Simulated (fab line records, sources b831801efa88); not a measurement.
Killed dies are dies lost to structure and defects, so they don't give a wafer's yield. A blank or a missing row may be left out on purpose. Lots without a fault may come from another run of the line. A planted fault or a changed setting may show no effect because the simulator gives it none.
Which tool did it? | flow sky130 | 14 lots, 42 wafers sampled, at 4 steps of a route of 708

WHAT THE GAUGES READ, wafer by wafer
SKY_SD_N_RS_MEAS_18: measures by four-point-probe. Usual: RES_XHIGH_RS 333.3 ohm/sq, standard deviation 1.2.
lot  | measured     | on            | RES_XHIGH_RS (ohm/sq) | flag
L617 | day 28 04:13 | film_metro-01 | 334.4 335.2 334.0     |
L619 | day 29 09:28 | film_metro-01 | 333.8 334.9 333.5     |
L620 | day 29 13:34 | film_metro-04 | 332.1 332.0 330.6     |
L621 | day 29 13:58 | film_metro-03 | 333.3 334.4 334.2     |
L622 | day 30 10:59 | film_metro-03 | 333.0 332.8 333.9     |
L623 | day 31 05:19 | film_metro-01 | 333.5 333.9 333.7     |
L625 | day 31 06:58 | film_metro-04 | 330.6 330.9 331.0     |
L631 | day 32 19:35 | film_metro-04 | 331.8 333.2 332.1     |
L632 | day 33 02:39 | film_metro-03 | 332.4 333.7 332.7     |
L634 | day 33 21:47 | film_metro-04 | 334.1 333.3 333.3     |
L637 | day 34 09:03 | film_metro-03 | 333.0 334.0 333.2     |
L638 | day 34 23:58 | film_metro-04 | 334.4 336.1 334.2     |
L639 | day 35 00:51 | film_metro-03 | 333.0 333.6 332.9     |
L640 | day 35 09:20 | film_metro-03 | 334.0 333.4 334.1     |

SKY_LI_CONTACT_BOW_MEAS_03. Usual: LI_CONTACT_BOW 56 um, standard deviation 7.8.
lot  | measured     | on            | LI_CONTACT_BOW (um) | flag
L617 | day 28 04:52 | film_metro-04 | 52 44 70            |
L619 | day 29 11:17 | film_metro-01 | 51 64 57            |
L620 | day 29 14:10 | film_metro-04 | 63 59 53            |
L621 | day 29 14:34 | film_metro-04 | 63 60 60            |
L622 | day 30 11:44 | film_metro-03 | 47 50 42            |
L623 | day 31 06:11 | film_metro-03 | 56 55 58            |
L625 | day 31 07:55 | film_metro-04 | 55 63 52            |
L631 | day 32 20:11 | film_metro-01 | 49 59 59            |
L632 | day 33 03:15 | film_metro-03 | 64 52 56            |
L634 | day 33 22:23 | film_metro-04 | 41 59 47            |
L637 | day 34 09:39 | film_metro-01 | 50 50 51            |
L638 | day 35 00:34 | film_metro-04 | 62 62 56            |
L639 | day 35 01:27 | film_metro-01 | 55 57 43            |
L640 | day 35 09:59 | film_metro-01 | 49 55 44            |

WHICH TOOL RAN EACH LOT (tool, then ch and the chambers of the sampled wafers, then the start)
lot  | SKY_LDD_HVN_EXPOSE_04               | SKY_LI_CONTACT_CMP_02
L617 | iline_stepper-01 ch 0, day 19 23:01 | cmp-01 ch 1,2,3, day 28 04:40
L619 | iline_stepper-02 ch 0, day 21 08:46 | cmp-01 ch 0,1, day 29 10:59
L620 | iline_stepper-01 ch 0, day 21 13:44 | cmp-01 ch 0,1,3, day 29 13:54
L621 | iline_stepper-01 ch 0, day 21 14:44 | cmp-01 ch 0,3, day 29 14:14
L622 | iline_stepper-01 ch 0, day 22 10:01 | cmp-01 ch 0,1,3, day 30 11:28
L623 | iline_stepper-01, day 23 07:08      | cmp-01 ch 0,2,3, day 31 05:58
L625 | iline_stepper-01, day 23 10:46      | cmp-01 ch 0,2,3, day 31 07:43
L631 | iline_stepper-02 ch 0, day 25 02:50 | cmp-02 ch 0,2, day 32 19:53
L632 | iline_stepper-01 ch 0, day 25 10:25 | cmp-02 ch 0,1,3, day 33 03:01
L634 | iline_stepper-01 ch 0, day 26 05:10 | cmp-02 ch 0,2,3, day 33 22:04
L637 | iline_stepper-02 ch 0, day 26 16:58 | cmp-02 ch 0,1,2, day 34 09:21
L638 | iline_stepper-01 ch 0, day 27 10:44 | cmp-01 ch 0,1, day 35 00:15
L639 | iline_stepper-01 ch 0, day 27 11:37 | cmp-01 ch 0,1,2, day 35 01:12
L640 | iline_stepper-01 ch 0, day 27 19:53 | cmp-01 ch 0,3, day 35 09:38
- SKY_LDD_HVN_EXPOSE_04: exposes mask HVNTM, target cd 700 nm.
- SKY_LI_CONTACT_CMP_02: polishes PSG.

WHAT THE TOOLS THEMSELVES READ (means of the sampled wafers that have a number; where no wafer has one, the mark that the record gives instead)
SKY_LDD_HVN_EXPOSE_04. Usual: exposure_dose_mJ_cm2 127.00, standard deviation 0.12; focus_offset_nm -0.1 nm, standard deviation 0.55; reticle_temp_C 22.99 C, standard deviation 0.11.
lot  | tool             | exposure_dose_mJ_cm2 | focus_offset_nm (nm) | reticle_temp_C (C) | flag
L617 | iline_stepper-01 | 126.98               | -0.7                 | 23.01              |
L619 | iline_stepper-02 | 127.34               | 0.4                  | 23.03              |
L620 | iline_stepper-01 | 127.02               | 0.2                  | 22.95              |
L621 | iline_stepper-01 | 126.99               | 0.4                  | 22.96              |
L622 | iline_stepper-01 | 126.87               | 0.6                  | 23.01              |
L623 | iline_stepper-01 | -                    | -                    | -                  | OFF
L625 | iline_stepper-01 | -                    | -                    | -                  | OFF
L631 | iline_stepper-02 | 126.97               | -0.3                 | 22.91              |
L632 | iline_stepper-01 | 127.00               | -0.9                 | 22.93              |
L634 | iline_stepper-01 | 127.14               | 0.5                  | 23.07              |
L637 | iline_stepper-02 | 126.89               | -0.8                 | 22.91              |
L638 | iline_stepper-01 | 126.94               | 0.0                  | 23.19              |
L639 | iline_stepper-01 | 127.04               | 0.3                  | 23.01              |
L640 | iline_stepper-01 | 126.94               | -0.0                 | 23.05              |

SKY_LI_CONTACT_CMP_02. Usual: head_pressure_psi 4.000 psi, standard deviation 0.0081; motor_current_A 12.1 A, standard deviation 1.1; slurry_filter_dp_kPa 13.50 kPa, standard deviation 0.14; time_to_endpoint_s 35 s, standard deviation 3.7.
lot  | tool   | head_pressure_psi (psi) | motor_current_A (A) | slurry_filter_dp_kPa (kPa) | time_to_endpoint_s (s) | flag
L617 | cmp-01 | 4.000                   | 12.2                | 13.49                      | 37                     |
L619 | cmp-01 | 3.997                   | 12.5                | 13.55                      | 34                     |
L620 | cmp-01 | 4.000                   | 13.1                | 13.50                      | 31                     |
L621 | cmp-01 | 3.999                   | 12.8                | 13.50                      | 40                     |
L622 | cmp-01 | 4.002                   | 12.4                | 13.38                      | 34                     |
L623 | cmp-01 | 3.993                   | 12.0                | 13.43                      | 38                     |
L625 | cmp-01 | 4.000                   | 11.7                | 13.54                      | 35                     |
L631 | cmp-02 | 4.005                   | 11.8                | 13.39                      | 29                     |
L632 | cmp-02 | 4.004                   | 11.6                | 13.52                      | 34                     |
L634 | cmp-02 | 4.003                   | 11.4                | 13.48                      | 30                     |
L637 | cmp-02 | 4.009                   | 11.8                | 13.42                      | 32                     |
L638 | cmp-01 | 3.998                   | 12.1                | 13.63                      | 34                     |
L639 | cmp-01 | 3.997                   | 11.7                | 13.51                      | 36                     |
L640 | cmp-01 | 4.003                   | 12.2                | 13.48                      | 38                     |

THE ANSWER, worked out from the rows above alone
Rule: a lot is off if the mean of its wafers that have a number lies more than 3 standard deviations from the usual mean. A lot without any number at a reading at which 4 lots or more have one is off too. The other lots that the step has rows for count as sound. The gauges are gone through in route order, then the tools' own readings, and for those a lot's mean is taken as printed above. The first step at which some lot is off is used, and at that step the reading that is off furthest; a lot without a number counts as furthest.
Off: L623, L625, at SKY_LDD_HVN_EXPOSE_04 (exposure_dose_mJ_cm2). Without a number there: L623, L625.
A tool fits if, at that step or a process step before it, it ran every lot that is off, and no sound lot after the first of them. None of those tried fits.

WHAT THE SIMULATOR HAD PUT IN
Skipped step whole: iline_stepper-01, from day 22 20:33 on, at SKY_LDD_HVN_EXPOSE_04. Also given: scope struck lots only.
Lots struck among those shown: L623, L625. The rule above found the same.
